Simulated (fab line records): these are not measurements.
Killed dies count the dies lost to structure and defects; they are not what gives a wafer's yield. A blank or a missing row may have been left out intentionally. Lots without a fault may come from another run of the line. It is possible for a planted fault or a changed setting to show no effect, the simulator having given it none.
fab line records -- flow sky130
record: lots: 7, wafers: 19, last_day: 50
route steps=708 shown VT_ADJUST_PCH@151 SONOS_TUNNEL@154 PAD_OPEN@708
lots that met no fault: from a run of the same line without faults
start_h: hours from the record's opening day to when the first of the lot's shown wafers began -- wait_h: hours from the lot's prior step to this one -- " unchanged from the row above -- L1.1+2: one row covering several wafers at once -- - no value, or no start given -- * or withheld: withheld -- < > ~ a bound
route shown NAME@n: a module of which the file shows steps, and the number in the route of the first -- usual: the fault-free wafers' mean and standard deviation -- same: alike in all rows -- chamber/n: place in a boat -- sites: the reading at each site -- _std_site: the standard deviation of these -- _edge_site: outer sites' mean less inner sites' -- radius_mm: how far each site lies from the wafer's centre -- mask NAME#n: copy n -- behind: the last tool/chamber to shape the wafer -- hold: what put the lot on hold/how long, in hours/how the hold closed -- device: transistor that didn't switch, given as n, p or np -- end of line: the route-end tests of the same wafers -- step lacking rows: just its recipe -- killed: not the wafer's yield, but the dies lost to structure and defects at the first sort -- map: a wafer's dies, x killed, . not, _ none there
set.NAME: the setting as run; set.NAME@STEP: as run at that earlier step -- model.NAME: the simulator's own value behind a step, which no gauge read
certain route steps with their lots: each step a table, each wafer a row
services: a tool's chamber out of use, with start hour (start_h, from the record's first day; less than 0 if before it), hours out, and reason
== steps ==
step: SKY_VT_ADJUST_PCH_IMPLANT_08
recipe: species: B, energy_kev: 10, dose_cm2: 5e+11, tilt_deg: withheld
step: SKY_VT_ADJUST_PCH_STRIP_09
recipe: chemistry: O2/N2, power_w: 1400, pressure_mtorr: 1500, platen_temp_c: withheld, o2_flow_sccm: 3000, n2_flow_sccm: 300, overash_fraction: 0.5
usual: drypump_motor_current_A: 5.8/0.45, oes_product_au: 0.723/0.0045, strip_time_to_endpoint_s: 36.93/0.097
lot.wafer,tool,chamber,start_h,wait_h,drypump_motor_current_A,oes_product_au,rf_hours_counter_h,strip_time_to_endpoint_s
L547.1,plasma_asher-03,0,251.80,0.1,5.8,0.727,56,36.92
L547.2,plasma_asher-03,1,251.80,0.1,6.0,0.724,56,37.03
L547.4,plasma_asher-03,1,251.80,0.1,6.0,0.726,-,36.88
L550.1,plasma_asher-01,0,269.90,0.1,5.3,0.723,48,36.83
L550.5,plasma_asher-01,1,269.90,0.1,5.7,0.725,-,36.90
L550.6,plasma_asher-01,0,269.90,0.1,5.3,0.726,-,36.87
L556.4,plasma_asher-03,0,317.77,0.1,5.8,0.719,-,37.01
L556.5,plasma_asher-03,1,317.77,0.1,6.0,0.725,-,36.84
L557.4,plasma_asher-03,1,322.82,0.1,6.0,0.727,-,36.81
L557.5,plasma_asher-03,1,322.82,0.1,6.0,0.732,-,36.90
L559.2,plasma_asher-02,0,358.90,0.1,6.6,0.726,22,36.99
L559.4,plasma_asher-02,0,358.90,0.1,6.6,0.727,-,36.96
L559.5,plasma_asher-02,1,358.90,0.1,5.4,0.718,-,36.84
L566.1,plasma_asher-02,0,394.34,0.1,6.6,0.723,25,36.83
L566.5,plasma_asher-02,1,394.34,0.1,5.4,0.722,-,36.75
L566.6,plasma_asher-02,0,394.34,0.1,6.6,0.722,-,36.86
L567.1,plasma_asher-03,1,405.59,0.1,6.0,0.723,71,36.92
L567.4,plasma_asher-03,1,405.59,0.1,6.0,0.721,-,36.88
L567.5,plasma_asher-03,0,405.59,0.1,5.8,0.726,-,36.87
step: SKY_VT_ADJUST_PCH_TW_MEAS_10
usual: VT_ADJUST_PCH_TW: 142.8/1.1
lot.wafer,tool,chamber,start_h,wait_h,VT_ADJUST_PCH_TW
L547.1,film_metro-02,-,251.90,0.1,143.5
L547.2,film_metro-02,-,251.90,0.1,143.8
L547.4,film_metro-02,-,251.90,0.1,143.7
L550.1,film_metro-03,-,270.00,0.1,141.6
L550.5,film_metro-03,-,270.00,0.1,141.3
L550.6,film_metro-03,-,270.00,0.1,142.3
L556.4,film_metro-02,-,317.87,0.1,144.1
L556.5,film_metro-02,-,317.87,0.1,143.7
L557.4,film_metro-03,-,322.92,0.1,141.5
L557.5,film_metro-03,-,322.92,0.1,141.7
L559.2,film_metro-02,-,359.01,0.1,144.2
L559.4,film_metro-02,-,359.01,0.1,144.1
L559.5,film_metro-02,-,359.01,0.1,145.2
L566.1,film_metro-03,-,394.44,0.1,141.9
L566.5,film_metro-03,-,394.44,0.1,141.6
L566.6,film_metro-03,-,394.44,0.1,142.1
L567.1,film_metro-01,-,405.69,0.1,142.7
L567.4,film_metro-01,-,405.69,0.1,142.6
L567.5,film_metro-01,-,405.69,0.1,142.4
step: SKY_SONOS_TUNNEL_DEHYDRATE_00
recipe: temp_c: 200, time_s: 60
step: SKY_SONOS_TUNNEL_HMDS_01
recipe: prime_time_s: 60, prime_temp_c: 120
step: SKY_SONOS_TUNNEL_COAT_02
recipe: resist: NOVOLAK, spin_rpm: 3000, resist_thk_nm: 1140
step: SKY_SONOS_TUNNEL_SOFTBAKE_03
recipe: temp_c: 90, time_s: 60, resist: NOVOLAK
step: SKY_SONOS_TUNNEL_EXPOSE_04
recipe: mask_id: TUNM, na: 0.6, source_shape: conventional, sigma_outer: 0.6, polarization: unpolarized, target_cd_nm: 410, dose_mj: 136
step: SKY_SONOS_TUNNEL_PEB_05
recipe: temp_c: withheld, time_s: *, resist: NOVOLAK
step: SKY_SONOS_TUNNEL_DEVELOP_06
recipe: resist: NOVOLAK, developer: TMAH, develop_time_s: 60, dev_temp_c: 23
step: SKY_SONOS_TUNNEL_CD_MEAS_07
recipe: target_cd_nm: 410
usual: cd_nm: 409.8/1.9
lot.wafer,tool,chamber,start_h,wait_h,cd_nm
L547.1,cd_sem-01,-,275.16,0.1,413.0
L547.2,cd_sem-01,-,275.16,0.1,411.4
L547.4,cd_sem-01,-,275.16,0.1,412.8
L550.1,cd_sem-02,-,294.77,0.1,407.3
L550.5,cd_sem-02,-,294.77,0.1,408.2
L550.6,cd_sem-02,-,294.77,0.1,408.1
L556.4,cd_sem-01,-,345.12,0.1,409.6
L556.5,cd_sem-01,-,345.12,0.1,413.3
L557.4,cd_sem-02,-,349.42,0.1,413.7
L557.5,cd_sem-02,-,349.42,0.1,412.9
L559.2,cd_sem-01,-,387.33,0.1,409.3
L559.4,cd_sem-01,-,387.33,0.1,408.9
L559.5,cd_sem-01,-,387.33,0.1,411.5
L566.1,cd_sem-02,-,423.79,0.1,409.1
L566.5,cd_sem-02,-,423.79,0.1,408.5
L566.6,cd_sem-02,-,423.79,0.1,409.9
L567.1,cd_sem-01,-,435.44,0.1,411.5
L567.4,cd_sem-01,-,435.44,0.1,412.5
L567.5,cd_sem-01,-,435.44,0.1,410.1
step: SKY_SONOS_TUNNEL_OVL_MEAS_08
usual: SONOS_TUNNEL_OVL: 0.9/1.4
lot.wafer,tool,chamber,start_h,wait_h,SONOS_TUNNEL_OVL[nm]
L547.1,overlay-01,-,275.28,0.1,2.1
L547.2,overlay-01,-,275.28,0.1,0.5
L547.4,overlay-01,-,275.28,0.1,0.9
L550.1,overlay-01,-,294.89,0.1,3.3
L550.5,overlay-01,-,294.89,0.1,3.0
L550.6,overlay-01,-,294.89,0.1,3.1
L556.4,overlay-01,-,345.20,0.1,-0.4
L556.5,overlay-01,-,345.20,0.1,-1.5
L557.4,overlay-02,-,349.50,0.1,-1.0
L557.5,overlay-02,-,349.50,0.1,1.8
L559.2,overlay-01,-,387.44,0.1,0.9
L559.4,overlay-01,-,387.44,0.1,-1.3
L559.5,overlay-01,-,387.44,0.1,0.4
L566.1,overlay-02,-,423.91,0.1,1.1
L566.5,overlay-02,-,423.91,0.1,2.7
L566.6,overlay-02,-,423.91,0.1,4.0
L567.1,overlay-01,-,435.56,0.1,1.3
L567.4,overlay-01,-,435.56,0.1,1.9
L567.5,overlay-01,-,435.56,0.1,-0.3
step: SKY_SONOS_TUNNEL_IMPLANT_09
recipe: species: B, energy_kev: 20, dose_cm2: 1e+12, tilt_deg: withheld
usual: beam_on_s: 9.99/0.22, faraday_current_uA: 5.64/0.12
lot.wafer,tool,chamber,start_h,wait_h,beam_on_s,faraday_current_uA
L547.1,implanter-02,0,275.32,0.0,10.11,5.59
L547.2,implanter-02,0,275.32,0.0,10.12,5.58
L547.4,implanter-02,0,275.32,0.0,10.17,5.54
L550.1,implanter-03,0,294.92,0.0,10.17,5.55
L550.5,implanter-03,0,294.92,0.0,10.03,5.62
L550.6,implanter-03,0,294.92,0.0,9.41,5.94
L556.4,implanter-03,0,345.29,0.1,8.13,6.91
L556.5,implanter-03,0,345.29,0.1,7.41,7.57
L557.4,implanter-03,0,349.59,0.1,7.79,7.24
L557.5,implanter-03,0,349.59,0.1,7.62,7.40
L559.2,implanter-03,0,387.49,0.0,9.54,5.92
L559.4,implanter-03,0,387.49,0.0,7.62,7.42
L559.5,implanter-03,0,387.49,0.0,7.33,7.68
L566.1,implanter-04,0,423.94,0.0,10.02,5.61
L566.5,implanter-04,0,423.94,0.0,9.42,5.94
L566.6,implanter-04,0,423.94,0.0,10.04,5.60
L567.1,implanter-02,0,435.59,0.0,10.15,5.57
L567.4,implanter-02,0,435.59,0.0,10.15,5.58
L567.5,implanter-02,0,435.59,0.0,9.89,5.71
step: SKY_SONOS_TUNNEL_WET_ETCH_10
recipe: chemistry: dHF, target_depth_nm: 14, target: SiO2, dilution: 100:1, temp_c: 25, time_s: 280
step: SKY_SONOS_TUNNEL_STRIP_11
recipe: chemistry: SPM, time_s: 600, temp_c: 130
step: SKY_SONOS_TUNNEL_TW_MEAS_12
usual: SONOS_TUNNEL_TW: 197.1/1.1
lot.wafer,tool,chamber,start_h,wait_h,SONOS_TUNNEL_TW
L547.1,film_metro-04,-,275.73,0.0,199.1
L547.2,film_metro-04,-,275.73,0.0,199.1
L547.4,film_metro-04,-,275.73,0.0,199.4
L550.1,film_metro-03,-,295.34,0.0,196.2
L550.5,film_metro-03,-,295.34,0.0,196.7
L550.6,film_metro-03,-,295.34,0.0,197.0
L556.4,film_metro-01,-,345.66,0.0,184.2
L556.5,film_metro-01,-,345.66,0.0,183.5
L557.4,film_metro-04,-,349.98,0.0,184.7
L557.5,film_metro-04,-,349.98,0.0,182.7
L559.2,film_metro-04,-,387.89,0.0,198.0
L559.4,film_metro-04,-,387.89,0.0,182.7
L559.5,film_metro-04,-,387.89,0.0,184.8
L566.1,film_metro-03,-,424.36,0.0,195.0
L566.5,film_metro-03,-,424.36,0.0,195.0
L566.6,film_metro-03,-,424.36,0.0,195.3
L567.1,film_metro-03,-,436.00,0.0,195.6
L567.4,film_metro-03,-,436.00,0.0,195.2
L567.5,film_metro-03,-,436.00,0.0,194.8
step: SKY_SONOS_TUNNEL_CLEAN_13
recipe: chemistry: dHF, time_s: 20, dilution: 100:1, dry: ipa_marangoni
step: SKY_PAD_OPEN_PROBE_99
usual: killed_at_M0_to_M3: 45/7.3, killed_at_M4_up: 3.2/1.8, killed_at_contacts: 25/5.5, killed_at_front_end: 15/4.2, killed_at_other: 0.3/0.69, killed_dies: 89/9.4, killed_open: 49/6.6, killed_short: 40/6.4
same: gross_dies: 492, killed_at_back_side: 0
lot.wafer,tool,chamber,start_h,wait_h,killed_at_M0_to_M3,killed_at_M4_up,killed_at_contacts,killed_at_front_end,killed_at_other,killed_dies,killed_open,killed_short,model.etest.sonos_uncharged.r_on_ohm_um,model.etest.sonos_programmed.off_log10_a_um,model.etest.sonos_uncharged.vt_v
L547.1,prober-01,-,1094.71,0.1,38,3,12,17,0,70,38,32,818.2,-14.04,-0.4066
L547.2,prober-01,-,1094.76,0.1,44,5,27,12,0,88,40,44,805,-13.87,-0.4512
L547.4,prober-01,-,1094.86,0.2,35,1,22,14,1,73,43,30,812.6,-13.9,-0.4006
L550.1,prober-01,-,1108.28,0.1,43,4,32,12,0,91,49,42,814.1,-13.96,-0.3858
L550.5,prober-01,-,1108.48,0.2,43,1,18,17,0,79,47,32,803.7,-14.07,-0.4304
L550.6,prober-01,-,1108.53,0.2,39,4,26,13,0,82,43,39,804.1,-13.98,-0.4333
L556.4,prober-02,-,1145.66,0.2,45,1,22,14,2,84,42,40,788.1,-13.89,-0.5125
L556.5,prober-02,-,1145.71,0.2,58,4,29,9,0,100,55,45,781.4,-13.86,-0.5083
L557.4,prober-01,-,1145.99,0.2,53,6,23,9,0,91,50,41,803.7,-14.08,-0.4973
L557.5,prober-01,-,1146.04,0.2,51,4,20,16,0,91,57,34,799,-13.84,-0.4509
L559.2,prober-01,-,1167.81,0.1,55,3,27,9,0,94,55,39,836.4,-13.92,-0.4032
L559.4,prober-01,-,1167.91,0.2,37,1,22,15,0,75,48,27,802.1,-13.78,-0.4887
L559.5,prober-01,-,1167.96,0.2,46,3,23,17,0,89,51,37,798.1,-13.66,-0.4839
L566.1,prober-02,-,1196.82,0.1,41,5,26,29,0,101,58,43,824.8,-14.08,-0.4178
L566.5,prober-02,-,1197.02,0.2,39,4,23,15,2,83,49,34,823.8,-14.04,-0.4051
L566.6,prober-02,-,1197.07,0.2,52,1,22,13,0,88,50,38,837.1,-14.05,-0.4255
L567.1,prober-01,-,1198.51,0.1,42,1,25,25,0,93,57,36,805.4,-14.04,-0.4479
L567.4,prober-01,-,1198.66,0.2,47,5,18,27,0,97,60,37,812.8,-13.94,-0.4336
L567.5,prober-01,-,1198.71,0.2,43,7,18,14,0,82,40,42,821,-13.96,-0.4348
killed by level:class
L547.1 VIA2:geometric_particle:open=8 VIA3:geometric_particle:open=8 FIELD_ISO:geometric_particle:short=5 FIELD_ISO:geometric_particle:open=5 METAL2:geometric_particle:short=5 LI_CONTACT:geometric_particle:open=4 METAL1:geometric_particle:short=4 VIA1:geometric_particle:open=3
L547.2 VIA1:geometric_particle:open=9 CONTACT:geometric_particle:open=8 LI_CONTACT:geometric_particle:open=7 VIA1:geometric_particle:short=6 VIA3:geometric_particle:open=6 VIA2:geometric_particle:short=6 METAL1:geometric_particle:short=5 LOCAL_INTERCONNECT:geometric_particle:short=5
L547.4 CONTACT:geometric_particle:open=11 VIA3:geometric_particle:open=8 VIA1:geometric_particle:open=7 FIELD_ISO:geometric_particle:short=6 VIA2:geometric_particle:open=6 VIA1:geometric_particle:short=4 LI_CONTACT:geometric_particle:open=4 METAL1:geometric_particle:short=4
L550.1 VIA1:geometric_particle:open=13 CONTACT:geometric_particle:open=11 LI_CONTACT:geometric_particle:open=7 METAL2:geometric_particle:short=6 LOCAL_INTERCONNECT:geometric_particle:short=5 VIA3:geometric_particle:open=5 LI_CONTACT:geometric_particle:short=4 CONTACT:geometric_particle:short=4
L550.5 VIA1:geometric_particle:open=9 METAL2:geometric_particle:short=8 VIA3:geometric_particle:open=7 LI_CONTACT:geometric_particle:open=6 CONTACT:geometric_particle:open=6 POLY_GATE:geometric_particle:open=4 POLY_GATE:geometric_particle:short=4 VIA2:geometric_particle:open=4
L550.6 VIA1:geometric_particle:open=9 LI_CONTACT:geometric_particle:open=8 CONTACT:geometric_particle:open=8 METAL1:geometric_particle:short=8 VIA2:geometric_particle:open=6 CONTACT:geometric_particle:short=6 POLY_GATE:geometric_particle:short=4 METAL2:geometric_particle:short=4
L556.4 CONTACT:geometric_particle:open=8 VIA1:geometric_particle:open=8 VIA3:geometric_particle:open=8 METAL1:geometric_particle:short=6 CONTACT:geometric_particle:short=5 VIA1:geometric_particle:short=5 FIELD_ISO:geometric_particle:short=4 LI_CONTACT:geometric_particle:open=4
L556.5 VIA1:geometric_particle:open=12 CONTACT:geometric_particle:open=12 VIA3:geometric_particle:open=12 CONTACT:geometric_particle:short=9 METAL1:geometric_particle:short=9 LOCAL_INTERCONNECT:geometric_particle:short=6 VIA2:geometric_particle:open=6 METAL2:geometric_particle:short=5
L557.4 VIA1:geometric_particle:open=16 CONTACT:geometric_particle:open=12 VIA3:geometric_particle:open=8 METAL1:geometric_particle:short=6 VIA1:geometric_particle:short=6 CONTACT:geometric_particle:short=5 METAL3:geometric_particle:short=4 VIA2:geometric_particle:open=4
L557.5 VIA1:geometric_particle:open=11 CONTACT:geometric_particle:open=8 METAL2:geometric_particle:short=8 VIA2:geometric_particle:open=8 VIA3:geometric_particle:open=8 LI_CONTACT:geometric_particle:open=6 POLY_GATE:geometric_particle:open=5 METAL1:geometric_particle:open=4
L559.2 LI_CONTACT:geometric_particle:open=12 VIA1:geometric_particle:open=10 VIA2:geometric_particle:open=9 CONTACT:geometric_particle:open=9 METAL1:geometric_particle:short=8 METAL2:geometric_particle:short=7 VIA3:geometric_particle:open=6 POLY_GATE:geometric_particle:short=4
L559.4 VIA2:geometric_particle:open=13 CONTACT:geometric_particle:open=10 VIA1:geometric_particle:open=7 METAL2:geometric_particle:short=4 POLY_GATE:geometric_particle:open=4 LI_CONTACT:geometric_particle:open=4 FIELD_ISO:geometric_particle:open=3 POLY_GATE:geometric_particle:short=3
L559.5 CONTACT:geometric_particle:open=12 VIA2:geometric_particle:open=9 VIA1:geometric_particle:open=7 VIA3:geometric_particle:open=7 LI_CONTACT:geometric_particle:open=5 POLY_GATE:geometric_particle:open=5 VIA3:geometric_particle:short=4 POLY_GATE:geometric_particle:short=4
L566.1 CONTACT:geometric_particle:open=12 VIA2:geometric_particle:open=9 VIA1:geometric_particle:open=8 VIA3:geometric_particle:open=8 FIELD_ISO:geometric_particle:short=7 FIELD_ISO:geometric_particle:open=6 METAL2:geometric_particle:short=6 POLY_GATE:geometric_particle:open=5
L566.5 CONTACT:geometric_particle:open=8 VIA3:geometric_particle:open=8 VIA1:geometric_particle:open=7 VIA2:geometric_particle:open=7 LI_CONTACT:geometric_particle:open=6 METAL2:geometric_particle:short=6 POLY_GATE:geometric_particle:short=4 LOCAL_INTERCONNECT:geometric_particle:short=4
L566.6 VIA1:geometric_particle:open=13 CONTACT:geometric_particle:open=12 VIA2:geometric_particle:open=7 VIA3:geometric_particle:open=6 VIA3:geometric_particle:short=5 VIA1:geometric_particle:short=5 METAL1:geometric_particle:short=5 FIELD_ISO:geometric_particle:short=4
L567.1 VIA1:geometric_particle:open=12 LI_CONTACT:geometric_particle:open=9 VIA2:geometric_particle:open=7 POLY_GATE:geometric_particle:open=6 METAL2:geometric_particle:short=6 POLY_GATE:geometric_particle:short=5 CONTACT:geometric_particle:open=5 VIA3:geometric_particle:open=5
L567.4 VIA1:geometric_particle:open=15 CONTACT:geometric_particle:open=10 VIA3:geometric_particle:open=7 FIELD_ISO:geometric_particle:short=6 POLY_GATE:geometric_particle:open=6 METAL2:geometric_particle:short=6 FIELD_ISO:geometric_particle:open=5 POLY_GATE:geometric_particle:short=5
L567.5 METAL1:geometric_particle:short=8 CONTACT:geometric_particle:open=7 VIA1:geometric_particle:open=7 VIA1:geometric_particle:short=5 VIA2:geometric_particle:open=5 METAL4:geometric_particle:short=5 FIELD_ISO:geometric_particle:short=4 POLY_GATE:geometric_particle:short=4
== services ==
tool,chamber,start_h,hours,kind
plasma_asher-01,-,249.72,1.3,repair
implanter-04,-,272.55,10.3,repair
implanter-04,-,287.14,6.5,pm
implanter-02,-,289.04,20.1,pm
implanter-04,-,307.89,5.1,repair
implanter-02,-,322.35,1.5,repair
implanter-03,-,328.58,1.1,repair
implanter-02,-,355.53,2.9,repair
implanter-04,-,375.52,5.4,pm
implanter-02,-,381.85,7.1,pm
plasma_asher-01,-,401.25,3.0,repair
plasma_asher-03,-,409.29,1.7,repair
implanter-02,-,419.53,5.2,pm
plasma_asher-02,-,420.11,7.4,repair
plasma_asher-03,-,421.25,9.0,pm
plasma_asher-03,0,421.25,9.0,vent_cycle
plasma_asher-03,1,421.25,9.0,vent_cycle
implanter-03,-,423.62,30.0,pm
plasma_asher-03,0,430.25,-,clean
plasma_asher-03,1,430.25,-,clean
== key ==
first_sign: step: SKY_SONOS_TUNNEL_IMPLANT_09, reading: faraday_current_uA, direction: up, sigmas: 14, usual: 5.64, struck: 7.37
effect: step: SKY_SONOS_TUNNEL_IMPLANT_09, reading: beam_on_s, direction: down, sigmas: 11, usual: 9.99, struck: 7.65
effect: step: SKY_SONOS_TUNNEL_TW_MEAS_12, reading: SONOS_TUNNEL_TW, direction: down, sigmas: 12, usual: 197.1, struck: 183.8
model_effect: step: SKY_PAD_OPEN_PROBE_99, value: etest.sonos_uncharged.r_on_ohm_um, without: 812.3, struck: 795.4
met_at SKY_SONOS_TUNNEL_IMPLANT_09
struck_wafers L556.4,L556.5,L557.4,L557.5,L559.4,L559.5
tester_left_out L556,L557,L559
onset_between 294.92 345.29
fault: kind: process_parameter_drift, tool: implanter-03, chamber: -, onset_h: 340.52, steps: SKY_SONOS_TUNNEL_IMPLANT_09, channel: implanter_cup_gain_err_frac, offset: 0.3, shape: step, end_h: 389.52, scope: struck_wafers_only
tester_left_out: of these lots the tester's yield and bins aren't shown, on N5 and GAA mostly nor the transistor test; their killed dies are dies lost to structure and defects alone, not to doping, threshold or leakage, so they don't give the yield
